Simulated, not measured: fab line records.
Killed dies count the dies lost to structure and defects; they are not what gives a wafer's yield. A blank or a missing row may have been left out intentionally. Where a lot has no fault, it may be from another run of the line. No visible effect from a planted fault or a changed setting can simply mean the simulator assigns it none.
Which tool did it? | flow sky130 | 39 wafers from 13 lots sampled at 2 of the route's 708 steps

WHAT EACH GAUGE READ, for each wafer
SKY_VIA4_THK_MEAS_20: measures by xrf. Usual: VIA4_W_THK 503 nm, standard deviation 6.1.
lot  | measured     | on           | VIA4_W_THK (nm) | flag
L605 | day 42 16:35 | filmMetro-03 | 506 505 508     | 
L606 | day 43 02:10 | filmMetro-04 | 499 506 510     | 
L607 | day 43 05:43 | filmMetro-03 | 502 503 504     | 
L608 | day 43 12:18 | filmMetro-01 | 512 514 507     | 
L609 | day 43 22:35 | filmMetro-03 | 498 501 505     | 
L611 | day 45 01:27 | filmMetro-03 | 505 511 511     | 
L613 | day 45 04:24 | filmMetro-03 | 500 499 500     | 
L614 | day 45 12:57 | filmMetro-04 | 490 492 496     | 
L615 | day 45 15:16 | filmMetro-04 | 497 501 504     | 
L617 | day 46 12:22 | filmMetro-04 | 503 499 507     | 
L618 | day 46 15:25 | filmMetro-03 | 494 493 493     | 
L622 | day 47 03:40 | filmMetro-01 | 497 493 502     | 
L627 | day 48 09:52 | filmMetro-03 | 493 495 501     | 

WHAT TOOL EACH LOT RAN ON (gives the tool, then ch and the chambers of the sampled wafers, and finally the start)
lot  | SKY_METAL2_CLEAN_23
L605 | wetBench-02 ch 1, day 35 03:17
L606 | wetBench-04 ch 0, day 35 12:22
L607 | wetBench-01 ch 2, day 35 17:13
L608 | wetBench-01 ch 0, day 35 22:37
L609 | wetBench-02 ch 0, day 36 10:29
L611 | wetBench-04 ch 3, day 37 16:10
L613 | wetBench-01 ch 1, day 37 22:34
L614 | wetBench-01 ch 1, day 38 07:31
L615 | wetBench-01 ch 0, day 38 11:13
L617 | wetBench-01 ch 1, day 39 12:53
L618 | wetBench-02 ch 3, day 39 17:41
L622 | wetBench-01 ch 0, day 40 06:10
L627 | wetBench-04 ch 0, day 41 19:44
- SKY_METAL2_CLEAN_23: cleans in O3/DIW.

WHAT THE TOOLS THEMSELVES READ (means of the sampled wafers that have a number; where no wafer has one, the mark that the record gives instead)
The record holds no such reading with a usual standard deviation.

THE ANSWER, worked out from the rows above alone
Rule: a lot counts as off when the mean over its wafers that have a number is more than 3 standard deviations away from the usual mean. A lot without any number at a reading at which 4 lots or more have one is off too. The other lots that the step has rows for count as sound. After the gauges, taken in route order, come the tools' own readings; for these a lot's mean is taken, as printed above. The first step at which some lot is off is used, and at that step the reading that is off furthest; a lot without a number counts as furthest.
No lot is off at any reading shown: from this, nothing can be told.

WHAT WAS PUT IN BY THE SIMULATOR
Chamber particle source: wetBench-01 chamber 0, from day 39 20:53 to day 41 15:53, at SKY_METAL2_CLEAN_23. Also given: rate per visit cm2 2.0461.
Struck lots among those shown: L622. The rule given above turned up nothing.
